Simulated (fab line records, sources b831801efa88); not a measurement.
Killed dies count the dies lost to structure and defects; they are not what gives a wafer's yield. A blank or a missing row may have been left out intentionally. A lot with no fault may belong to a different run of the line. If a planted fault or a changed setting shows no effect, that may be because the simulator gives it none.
Which of the tools did it? / flow sky130 / 6 lots, 18 wafers sampled, at 3 steps of a route of 708

## WHAT THE GAUGES SHOWED, per wafer
SKY_VT_ADJUST_HVTR_TW_MEAS_11.
lot=L318; measured=day 9 15:35; on=film metro-02; VT_ADJUST_HVTR_TW=210.1 210.5 210.2
lot=L320; measured=day 10 12:20; on=film metro-03; VT_ADJUST_HVTR_TW=210.5 210.3 211.2
lot=L322; measured=day 11 01:11; on=film metro-01; VT_ADJUST_HVTR_TW=210.7 210.8 210.6
lot=L324; measured=day 11 16:53; on=film metro-03; VT_ADJUST_HVTR_TW=210.8 211.2 208.8
lot=L333; measured=day 14 06:35; on=film metro-01; VT_ADJUST_HVTR_TW=210.9 211.6 210.9
lot=L339; measured=day 16 03:59; on=film metro-03; VT_ADJUST_HVTR_TW=209.5 210.2 209.5

## EACH LOT AND THE TOOL THAT RAN IT (in order: tool; ch and the chambers of the sampled wafers; start)
lot=L318; SKY_FIELD_ISO_ETCH_15=rie diel-02 ch 1,2, day 2 08:50; SKY_FIELD_ISO_STRIP_16=plasma asher-03 ch 0,1, day 2 08:54
lot=L320; SKY_FIELD_ISO_ETCH_15=rie diel-02 ch 1,3, day 2 20:47; SKY_FIELD_ISO_STRIP_16=plasma asher-04 ch 1, day 2 20:51
lot=L322; SKY_FIELD_ISO_ETCH_15=rie diel-01 ch 2,3, day 3 06:56; SKY_FIELD_ISO_STRIP_16=plasma asher-03 ch 0,1, day 3 06:59
lot=L324; SKY_FIELD_ISO_ETCH_15=rie diel-01 ch 0,1,2, day 3 16:53; SKY_FIELD_ISO_STRIP_16=plasma asher-04 ch 0,1, day 3 16:56
lot=L333; SKY_FIELD_ISO_ETCH_15=rie diel-01 ch 0,1,3, day 5 16:32; SKY_FIELD_ISO_STRIP_16=plasma asher-03 ch 0,1, day 5 16:35
lot=L339; SKY_FIELD_ISO_ETCH_15=rie diel-01 ch 0,2,3, day 6 23:17; SKY_FIELD_ISO_STRIP_16=plasma asher-03 ch 0,1, day 6 23:20
- SKY_FIELD_ISO_ETCH_15: etches the open film in CHF3/O2, stops on Si, target depth 180 nm, time 72 s.
- SKY_FIELD_ISO_STRIP_16: strips in O2/N2.

## THE ANSWER, worked out from the rows above alone
Rule: the lots themselves supply what counts as usual. The widest of any qualifying gaps counts: lots, ordered by their means at a reading, are off when they make up no more than a third of the lots, leave a main group of 4 or more, and stand apart from it by 3 or more times the standard deviation of that group's means. Not used: any main group whose means are identical at the precision the tables above print for the reading. A lot without any number at a reading at which 4 lots or more have one is off too. Any other lot the step has rows for is counted as sound.
None of the lots is off at any reading shown; this tells nothing.

## WHAT WAS PUT IN BY THE SIMULATOR
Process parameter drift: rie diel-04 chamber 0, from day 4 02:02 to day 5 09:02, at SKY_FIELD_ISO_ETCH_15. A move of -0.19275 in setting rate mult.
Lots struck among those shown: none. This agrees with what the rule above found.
